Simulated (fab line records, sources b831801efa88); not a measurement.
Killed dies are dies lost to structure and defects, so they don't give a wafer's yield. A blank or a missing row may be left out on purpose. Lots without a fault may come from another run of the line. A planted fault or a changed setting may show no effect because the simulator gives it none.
Which tool did it? | flow gf180mcu | 12 lots, 36 wafers sampled, at 3 steps of a route of 602

WHAT THE GAUGES READ, wafer by wafer
GF_V4_OVL_MEAS_15.
lot  | measured     | on         | V4_OVL (nm)
L882 | day 24 14:05 | overlay-02 | 0 9 2
L883 | day 25 04:05 | overlay-02 | -2 1 -7
L884 | day 25 19:31 | overlay-02 | 4 1 6
L885 | day 25 23:13 | overlay-01 | -5 -1 -3
L888 | day 27 11:08 | overlay-01 | -1 -9 -2
L890 | day 27 13:59 | overlay-02 | 4 -5 8
L892 | day 28 00:58 | overlay-01 | 0 -9 -1
L899 | day 30 01:19 | overlay-02 | 3 2 2
L898 | day 30 03:23 | overlay-02 | -2 -9 1
L900 | day 30 10:26 | overlay-02 | -14 -12 -11
L901 | day 30 11:44 | overlay-02 | 85 84 81
L904 | day 31 13:26 | overlay-01 | 80 91 86

WHICH TOOL RAN EACH LOT (tool, then ch and the chambers of the sampled wafers, then the start)
lot  | GF_M4_SPUTTER_01             | GF_V4_EXPOSE_11
L882 | pvd_sputter-01, day 22 11:22 | krf_scanner-01 ch 0, day 24 02:26
L883 | pvd_sputter-01, day 23 06:11 | krf_scanner-01 ch 0, day 24 17:32
L884 | pvd_sputter-02, day 23 22:47 | krf_scanner-02 ch 0, day 25 09:16
L885 | pvd_sputter-03, day 24 01:50 | krf_scanner-02 ch 0, day 25 12:53
L888 | pvd_sputter-01, day 25 16:20 | krf_scanner-01 ch 0, day 27 00:37
L890 | pvd_sputter-01, day 25 19:52 | krf_scanner-01 ch 0, day 27 03:46
L892 | pvd_sputter-02, day 26 08:10 | krf_scanner-01 ch 0, day 27 15:12
L899 | pvd_sputter-02, day 28 09:34 | krf_scanner-01 ch 0, day 29 15:32
L898 | pvd_sputter-02, day 28 10:53 | krf_scanner-02 ch 0, day 29 17:28
L900 | pvd_sputter-02, day 28 18:08 | krf_scanner-02 ch 0, day 30 01:14
L901 | pvd_sputter-02, day 28 20:38 | krf_scanner-01 ch 0, day 30 03:04
L904 | pvd_sputter-02, day 29 23:49 | krf_scanner-01 ch 0, day 31 04:38
- GF_M4_SPUTTER_01: material TiN, target thk 30 nm, time 25 s.
- GF_V4_EXPOSE_11: exposes mask Via4, target cd 260 nm.

WHAT THE TOOLS THEMSELVES READ (means of the sampled wafers that have a number; where no wafer has one, the mark that the record gives instead)
GF_M4_SPUTTER_01.
lot  | tool           | cathode_dc_power_W (W) | throttle_valve_pct (%)
L882 | pvd_sputter-01 | 6500.7                 | 29.7
L883 | pvd_sputter-01 | 6500.0                 | 29.8
L884 | pvd_sputter-02 | 6498.7                 | 30.1
L885 | pvd_sputter-03 | 6498.9                 | 30.6
L888 | pvd_sputter-01 | 6500.5                 | 29.5
L890 | pvd_sputter-01 | 6500.0                 | 29.7
L892 | pvd_sputter-02 | 6500.9                 | 29.9
L899 | pvd_sputter-02 | 6499.9                 | 30.1
L898 | pvd_sputter-02 | 6498.8                 | 29.7
L900 | pvd_sputter-02 | 6500.4                 | 30.0
L901 | pvd_sputter-02 | 6500.4                 | 29.7
L904 | pvd_sputter-02 | 6499.7                 | 29.5

THE ANSWER, worked out from the rows above alone
Rule: what is usual is taken from the lots themselves. Put in order of their means at a reading, lots are off if they are a third of the lots or fewer, leave a main group of 4 or more, and stand apart from it by a gap of 3 or more times the standard deviation of the main group's means; of several such gaps the widest counts. A main group whose means are all the same, to the digits that the tables above print for the reading, isn't used. A lot without any number at a reading at which 4 lots or more have one is off too. The other lots that the step has rows for count as sound. The gauges are gone through in route order, then the tools' own readings, and for those a lot's mean is taken as printed above. The first step at which some lot is off is used, and at that step the reading that is off furthest; a lot without a number counts as furthest.
Off: L901, L904, at GF_V4_OVL_MEAS_15 (V4_OVL). The main group: mean -2 nm, standard deviation 4.7.
A tool fits if, at a process step before that reading, it ran every lot that is off, and no sound lot after the first of them. The gauges at GF_V4_OVL_MEAS_15 are tried like those tools. Can't be told from this: 2 tools fit, pvd_sputter-02 at GF_M4_SPUTTER_01, krf_scanner-01 at GF_V4_EXPOSE_11.

WHAT THE SIMULATOR HAD PUT IN
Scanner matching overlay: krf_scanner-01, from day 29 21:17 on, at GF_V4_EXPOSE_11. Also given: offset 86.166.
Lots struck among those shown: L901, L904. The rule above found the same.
